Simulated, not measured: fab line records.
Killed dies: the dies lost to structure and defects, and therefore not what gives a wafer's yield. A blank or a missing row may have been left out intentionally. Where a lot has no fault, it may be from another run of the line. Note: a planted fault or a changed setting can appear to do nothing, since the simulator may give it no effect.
Commonality check across tools | flow sky130 | Sample size 10 lots and 30 wafers

== THE REASON FOR OPENING IT ==
2 of 10 lots carry a flag on the reading POLY_GATE_CVD_00_THK at SKY_POLY_GATE_THK_MEAS_01. Wafers without a fault read 180.8 nm, standard deviation 1.7.
Rule: a lot is flagged when every wafer of it that has a number lies more than 4 standard deviations from that mean, or none has a number. The other lots count as sound.

lot  | measured     | on           | POLY_GATE_CVD_00_THK (nm), wafer by wafer | flag
L188 | day 14 16:14 | filmMetro-04 | 181.0 180.0 180.7                         | 
L195 | day 16 22:01 | filmMetro-03 | 181.1 181.3 180.3                         | 
L196 | day 17 16:47 | filmMetro-01 | 178.6 179.1 180.3                         | 
L197 | day 17 16:47 | filmMetro-03 | 179.9 180.6 181.3                         | 
L198 | day 18 03:07 | filmMetro-01 | 170.2 164.1 151.5                         | FLAGGED
L199 | day 18 10:59 | filmMetro-01 | 142.6 164.1 168.8                         | FLAGGED
L206 | day 21 06:46 | filmMetro-03 | 181.8 181.4 180.4                         | 
L207 | day 21 08:17 | filmMetro-01 | 183.4 181.7 180.2                         | 
L208 | day 21 18:42 | filmMetro-01 | 181.6 182.2 181.3                         | 
L209 | day 21 23:18 | filmMetro-04 | 181.6 182.4 180.7                         | 
Average over the flagged lots: 160.2 nm; offset from the usual -20.6 nm, equal to -12 standard deviations.

== EACH LOT AND THE TOOL IT RAN ON ==
The record keeps 1 process step preceding the reading, out of 708 steps on the route. Each cell gives the tool, then ch followed by the chambers the sampled wafers passed through, then the start.
lot  | flag    | SKY_POLY_GATE_CVD_00
L188 |         | lpcvd-01 ch 0, day 14 15:02
L195 |         | lpcvd-01 ch 0, day 16 20:49
L196 |         | lpcvd-01 ch 1, day 17 15:35
L197 |         | lpcvd-01 ch 1, day 17 15:35
L198 | FLAGGED | lpcvd-01 ch 0, day 18 01:55
L199 | FLAGGED | lpcvd-01 ch 1, day 18 09:11
L206 |         | lpcvd-01 ch 1, day 21 05:32
L207 |         | lpcvd-01 ch 0, day 21 07:04
L208 |         | lpcvd-01 ch 0, day 21 17:29
L209 |         | lpcvd-01 ch 1, day 21 22:06
What is done by these steps:
- SKY_POLY_GATE_CVD_00: deposits poly-Si, target thk 180 nm, time 720 s.
- SKY_POLY_GATE_THK_MEAS_01

== FLAGGED OVER TOTAL, TOOL BY TOOL (the gauges that took the reading come last) ==
step                      | tool         | lots run | flagged | share of the flagged lots | sound lots run after its first flagged lot
SKY_POLY_GATE_CVD_00      | lpcvd-01     | 10       | 2       | all                       | 4 (L206,L207,L208,L209)
SKY_POLY_GATE_THK_MEAS_01 | filmMetro-01 | 5        | 2       | all                       | 2 (L207,L208)
SKY_POLY_GATE_THK_MEAS_01 | filmMetro-03 | 3        | 0       | none                      | -
SKY_POLY_GATE_THK_MEAS_01 | filmMetro-04 | 2        | 0       | none                      | -

== THE TABLE: WHAT IT ALLOWS ==
lpcvd-01 at SKY_POLY_GATE_CVD_00 and filmMetro-01 at SKY_POLY_GATE_THK_MEAS_01 are the 2 rows of the table that ran each flagged lot.
- lpcvd-01 at SKY_POLY_GATE_CVD_00: 2 of its 10 lots flagged. Sound lots ran on it after the first flagged one (L206, L207, L208, L209), which a lasting fault on the whole tool wouldn't allow. Its own readings (spikeTcCentreC, zonePowerCentrePct, zonePowerLowerPct) fall more than 4 standard deviations out on all wafers of the flagged lots.
- filmMetro-01 at SKY_POLY_GATE_THK_MEAS_01: 2 of its 5 lots flagged. Sound lots ran on it after the first flagged one (L207, L208), which a lasting fault on the whole tool wouldn't allow.
None of the table's rows ran every flagged lot and, after the first, no sound lot.

== WHAT THE SIMULATOR HAD INSERTED ==
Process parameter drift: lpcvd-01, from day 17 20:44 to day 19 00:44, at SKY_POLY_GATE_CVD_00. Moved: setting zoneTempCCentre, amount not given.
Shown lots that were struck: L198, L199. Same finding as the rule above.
